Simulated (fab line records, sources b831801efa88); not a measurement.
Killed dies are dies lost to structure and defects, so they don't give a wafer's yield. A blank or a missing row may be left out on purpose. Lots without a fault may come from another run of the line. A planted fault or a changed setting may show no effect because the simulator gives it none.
Problem report in the 8D (eight disciplines) form, filled by code | flow sky130 | the parts of the form that need people (team, actions taken, sign-off) are left out

1. THE PROBLEM
heater_power_total_W at SKY_SONOS_ONO_SOFTBAKE_09 reads a mean of 60.62 W on 6 wafers of 2 lots; wafers without a fault read 56.60 W with a standard deviation of 0.047. That is +86 standard deviations from the usual mean.
The step: time 60 s.
First seen on wafer L199.2, day 16 17:17, on litho_track-02. The record holds 33 wafers of 11 lots with a number at this step. Rule for "out", or "out of limits": more than 4 standard deviations from the usual mean. The other wafers with a number count as sound.

2. WHAT IT IS AND WHAT IT IS NOT
question                    | is                                 | is not
which readings at this step | heater_power_total_W, plate_temp_C | -
which lots                  | L199, L201                         | L185, L188, L190, L191, L195, L203, L206, L207, L208
which wafers of those lots  | all that have a number             | -
read on which tools         | litho_track-02                     | litho_track-01, litho_track-03
when                        | from day 16 17:17                  | up to then (15 sound wafers); but 12 sound wafers of L203, L206, L207, L208 came after

3. SUSPECTS, AND WHAT RULES EACH OUT
Counting: a tool at a process step up to the reading stays a suspect if it ran every lot that is out and no sound lot after the first of them.
- litho_track-02 at SKY_SONOS_ONO_SOFTBAKE_09 (time 60 s): kept. It ran every lot that is out, first L199 (day 16 17:17), and no sound lot after that; its last sound lot up to then is L195 (day 15 16:47). Its own readings are out on those wafers: heater_power_total_W, plate_temp_C.
Left after counting: litho_track-02 at SKY_SONOS_ONO_SOFTBAKE_09.

4. THE CAUSE (what the simulator had put in)
Process parameter drift: litho_track-02, from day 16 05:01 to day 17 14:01, at SKY_SONOS_ONO_SOFTBAKE_09. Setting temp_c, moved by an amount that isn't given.
Counting left only this tool.

5. THE CHAIN OF EFFECTS, in route order
Each row: a reading whose mean over the struck wafers that have a number lies more than 3 standard deviations from the usual. Only readings for which the record gives a usual standard deviation are gone through. hours: the time from each lot's start at the first step in this table that gives one to its start at this step, as a median over the lots. sigmas: the change in usual standard deviations.
hours | step                      | reading                  | usual   | on struck wafers | change | sigmas
0     | SKY_SONOS_ONO_SOFTBAKE_09 | heater_power_total_W     | 56.60 W | 60.62            | +4.02  | +86
0     | SKY_SONOS_ONO_SOFTBAKE_09 | plate_temp_C             | 89.98 C | 94.48            | +4.50  | +35
15    | SKY_SONOS_ONO_STRIP_17    | strip_time_to_endpoint_s | 14.08 s | 13.90            | -0.18  | -4.8
The process steps in it:
- SKY_SONOS_ONO_SOFTBAKE_09: time 60 s.
- SKY_SONOS_ONO_STRIP_17: strips in O2/N2.

6. WHAT WOULD HAVE CAUGHT IT SOONER
In this record the first reading out of limits was taken at day 16 17:17, 12 hours after the fault began at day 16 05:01.
